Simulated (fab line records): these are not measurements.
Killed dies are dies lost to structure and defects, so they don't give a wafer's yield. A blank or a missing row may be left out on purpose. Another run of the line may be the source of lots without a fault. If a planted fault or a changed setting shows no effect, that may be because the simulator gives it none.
The same fault as seen by 2 desks :: flow gf180mcu :: each desk holds nothing but its own numbers, with what lay behind them at the end

## FROM THE METROLOGY DESK
What the gauges read, lot by lot, whatever tool the lot ran on: means of the sampled wafers that have a number. A lot is out of limits, marked OUT, if its mean lies more than 4 standard deviations from the usual mean; the brackets give that distance.
Columns: A = VT_IMPLANT_OVL at GF_VT_IMPLANT_OVL_MEAS_07, usual 0.0 nm; B = VT_IMPLANT_02_OVL at GF_VT_IMPLANT_OVL_MEAS_29, usual -0.7 nm; C = POLY_GATE_CVD_00_THK at GF_POLY_GATE_THK_MEAS_01, usual 200.5 nm
lot: L886
first seen here: day 5 14:15
A: 0.5
B: -0.6
C: 200.6

lot: L887
first seen here: day 5 18:07
A: 0.3
B: -0.2
C: 197.9

lot: L888
first seen here: day 6 02:01
A: -2.3
B: -2.5
C: 199.5

lot: L894
first seen here: day 7 21:29
A: -0.3
B: 0.3
C: 143.6 (-38) OUT

lot: L895
first seen here: day 7 23:08
A: -0.5
B: -0.6
C: 141.2 (-40) OUT

lot: L900
first seen here: day 9 06:50
A: 0.4
B: -2.6
C: 203.6

lot: L901
first seen here: day 9 13:06
A: -1.7
B: 2.2
C: 201.2

lot: L902
first seen here: day 9 17:27
A: 1.0
B: -1.1
C: 201.7

lot: L903
first seen here: day 9 23:53
A: 1.0
B: -1.1
C: 200.1

lot: L904
first seen here: day 10 05:41
A: -1.8
B: 1.4
C: 200.8

lot: L908
first seen here: day 11 05:14
A: -0.1
B: -2.0
C: 201.5

lot: L909
first seen here: day 11 14:22
A: 1.4
B: -0.2
C: 202.7
This desk reports L894, L895 out of limits; the earliest was L895 at day 11 01:51 (POLY_GATE_CVD_00_THK at GF_POLY_GATE_THK_MEAS_01). Within limits: L886, L887, L888, L900, L901, L902, L903, L904, L908, L909.

## AT THE TOOL OWNER'S DESK: lpcvd-01
The tool's own readings at GF_POLY_GATE_CVD_00 (deposits poly-Si, target thk 200 nm, time 1200 s): means of the sampled wafers that have a number, for each lot that ran on this tool. A lot is out of limits, marked OUT, if its mean lies more than 4 standard deviations from the usual mean; the brackets give that distance.
Columns: A = pressureMtorr at GF_POLY_GATE_CVD_00, usual 200.0 mTorr; B = spikeTcCentreC at GF_POLY_GATE_CVD_00, usual 620.7 C; C = spikeTcLowerC at GF_POLY_GATE_CVD_00, usual 620.6 C; D = zonePowerTopPct at GF_POLY_GATE_CVD_00, usual 18.7 %
lot: L887
first seen here: day 8 16:20
A: 199.6
B: 620.8
C: 619.0
D: 19.6

lot: L888
first seen here: day 8 23:22
A: 200.5
B: 621.4
C: 620.0
D: 17.2

lot: L894
first seen here: day 11 00:31
A: 99.8 (-99 or more) OUT
B: 620.1
C: 619.2
D: 17.0

lot: L895
first seen here: day 11 00:31
A: 100.0 (-99 or more) OUT
B: 622.6
C: 619.7
D: 16.9

lot: L908
first seen here: day 14 18:43
A: 199.6
B: 620.0
C: 621.0
D: 19.6
This desk's finding: out of limits on L894, L895; first on L894, day 11 00:31 (pressureMtorr at GF_POLY_GATE_CVD_00). Within limits: L887, L888, L908.

## ALL TOGETHER
The tool owner's desk could have raised an alarm at day 11 00:31, on L894, L895.
At day 11 01:51 the metrology desk could have sounded an alarm, on L894, L895.
The lots listed all ran GF_POLY_GATE_CVD_00 on lpcvd-01.

## WHAT WAS PUT IN BY THE SIMULATOR
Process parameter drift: lpcvd-01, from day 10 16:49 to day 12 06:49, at GF_POLY_GATE_CVD_00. Setting pressureMtorr shifted by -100 from 200. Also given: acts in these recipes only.
Lots struck among those shown: L894, L895.
Delay (hours) between the fault's onset and each desk's first out-of-limits reading: 8 at the tool owner's desk, 9 at the metrology desk.
